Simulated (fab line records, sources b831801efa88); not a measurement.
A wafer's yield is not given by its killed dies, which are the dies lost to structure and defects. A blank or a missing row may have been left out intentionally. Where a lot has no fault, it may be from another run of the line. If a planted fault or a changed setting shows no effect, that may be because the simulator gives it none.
Which tool did it? :: flow sky130 :: at 1 step of a route of 708, 14 lots with 40 wafers sampled

== WHAT THE GAUGES READ, wafer by wafer ==
Not one reading of a measure or inspect step in the record can be checked against a usual standard deviation.

== WHICH TOOL RAN EACH LOT (tool, then ch and the chambers of the sampled wafers, then the start) ==
lot: L442
SKY_VIA1_ETCH_14: rieDiel-01 ch 0,3, day 34 07:13

lot: L443
SKY_VIA1_ETCH_14: rieDiel-01 ch 1,2,3, day 34 19:37

lot: L444
SKY_VIA1_ETCH_14: rieDiel-03 ch 1,2,3, day 35 01:49

lot: L450
SKY_VIA1_ETCH_14: rieDiel-04 ch 0,1, day 37 02:46

lot: L451
SKY_VIA1_ETCH_14: rieDiel-03 ch 0,1, day 37 04:22

lot: L452
SKY_VIA1_ETCH_14: rieDiel-03 ch 0,1, day 37 15:43

lot: L455
SKY_VIA1_ETCH_14: rieDiel-04 ch 2,3, day 38 13:35

lot: L456
SKY_VIA1_ETCH_14: rieDiel-01 ch 1,2, day 39 04:43

lot: L458
SKY_VIA1_ETCH_14: rieDiel-01 ch 0,1,2, day 39 15:17

lot: L459
SKY_VIA1_ETCH_14: rieDiel-01 ch 1,3, day 39 20:49

lot: L460
SKY_VIA1_ETCH_14: rieDiel-01 ch 0,3, day 39 22:20

lot: L461
SKY_VIA1_ETCH_14: rieDiel-01 ch 0,1,3, day 40 03:32

lot: L462
SKY_VIA1_ETCH_14: rieDiel-03 ch 0,1,3, day 40 11:44

lot: L464
SKY_VIA1_ETCH_14: rieDiel-04 ch 1,3, day 41 00:31
- SKY_VIA1_ETCH_14: etches BARC in N2/H2, stops on SiO2, time 45.9 s, target depth 60 nm.

== WHAT THE TOOLS THEMSELVES READ (means of the sampled wafers that have a number; where no wafer has one, the mark that the record gives instead) ==
SKY_VIA1_ETCH_14. Usual: drypumpMotorCurrentA 5.7 A, standard deviation 0.52; oesProductAu 0.855 a.u., standard deviation 0.0055; runLengthS 74.3 s, standard deviation 0.43; throttleValvePct 13.226 %, standard deviation 0.0092.
lot: L442
tool: rieDiel-01
drypumpMotorCurrentA (A): 5.8
oesProductAu (a.u.): 0.858
runLengthS (s): 74.2
throttleValvePct (%): 13.221
flag: 

lot: L443
tool: rieDiel-01
drypumpMotorCurrentA (A): 6.1
oesProductAu (a.u.): 0.854
runLengthS (s): 74.4
throttleValvePct (%): 13.223
flag: 

lot: L444
tool: rieDiel-03
drypumpMotorCurrentA (A): 5.7
oesProductAu (a.u.): 0.855
runLengthS (s): 74.2
throttleValvePct (%): 13.231
flag: 

lot: L450
tool: rieDiel-04
drypumpMotorCurrentA (A): 5.6
oesProductAu (a.u.): 0.858
runLengthS (s): 74.3
throttleValvePct (%): 13.237
flag: 

lot: L451
tool: rieDiel-03
drypumpMotorCurrentA (A): 4.9
oesProductAu (a.u.): 0.916
runLengthS (s): 71.2
throttleValvePct (%): 13.226
flag: OFF

lot: L452
tool: rieDiel-03
drypumpMotorCurrentA (A): 4.9
oesProductAu (a.u.): 0.907
runLengthS (s): 71.0
throttleValvePct (%): 13.229
flag: OFF

lot: L455
tool: rieDiel-04
drypumpMotorCurrentA (A): 5.7
oesProductAu (a.u.): 0.852
runLengthS (s): 73.9
throttleValvePct (%): 13.226
flag: 

lot: L456
tool: rieDiel-01
drypumpMotorCurrentA (A): 6.0
oesProductAu (a.u.): 0.856
runLengthS (s): 74.8
throttleValvePct (%): 13.229
flag: 

lot: L458
tool: rieDiel-01
drypumpMotorCurrentA (A): 5.7
oesProductAu (a.u.): 0.852
runLengthS (s): 74.6
throttleValvePct (%): 13.226
flag: 

lot: L459
tool: rieDiel-01
drypumpMotorCurrentA (A): 6.1
oesProductAu (a.u.): 0.854
runLengthS (s): 73.9
throttleValvePct (%): 13.233
flag: 

lot: L460
tool: rieDiel-01
drypumpMotorCurrentA (A): 5.4
oesProductAu (a.u.): 0.860
runLengthS (s): 74.3
throttleValvePct (%): 13.235
flag: 

lot: L461
tool: rieDiel-01
drypumpMotorCurrentA (A): 5.7
oesProductAu (a.u.): 0.864
runLengthS (s): 74.1
throttleValvePct (%): 13.222
flag: 

lot: L462
tool: rieDiel-03
drypumpMotorCurrentA (A): 5.4
oesProductAu (a.u.): 0.856
runLengthS (s): 74.2
throttleValvePct (%): 13.233
flag: 

lot: L464
tool: rieDiel-04
drypumpMotorCurrentA (A): 5.6
oesProductAu (a.u.): 0.852
runLengthS (s): 74.2
throttleValvePct (%): 13.227
flag: 

== THE ANSWER, worked out from the rows above alone ==
Rule: take the mean of a lot's wafers that have a number; if it is more than 3 standard deviations from the usual mean, the lot is off. A lot without any number at a reading at which 4 lots or more have one is off too. All remaining lots with rows at the step are treated as sound. After the gauges, taken in route order, come the tools' own readings; for these a lot's mean is taken, as printed above. At the first step where some lot is off, the reading lying furthest off is the one used; lots without a number count as furthest.
Off at SKY_VIA1_ETCH_14 (oesProductAu): L451, L452.
A tool fits if, at that step or a process step before it, it ran every lot that is off, and no sound lot after the first of them. Not one of the candidates tried fits.

== WHAT THE SIMULATOR PUT IN ==
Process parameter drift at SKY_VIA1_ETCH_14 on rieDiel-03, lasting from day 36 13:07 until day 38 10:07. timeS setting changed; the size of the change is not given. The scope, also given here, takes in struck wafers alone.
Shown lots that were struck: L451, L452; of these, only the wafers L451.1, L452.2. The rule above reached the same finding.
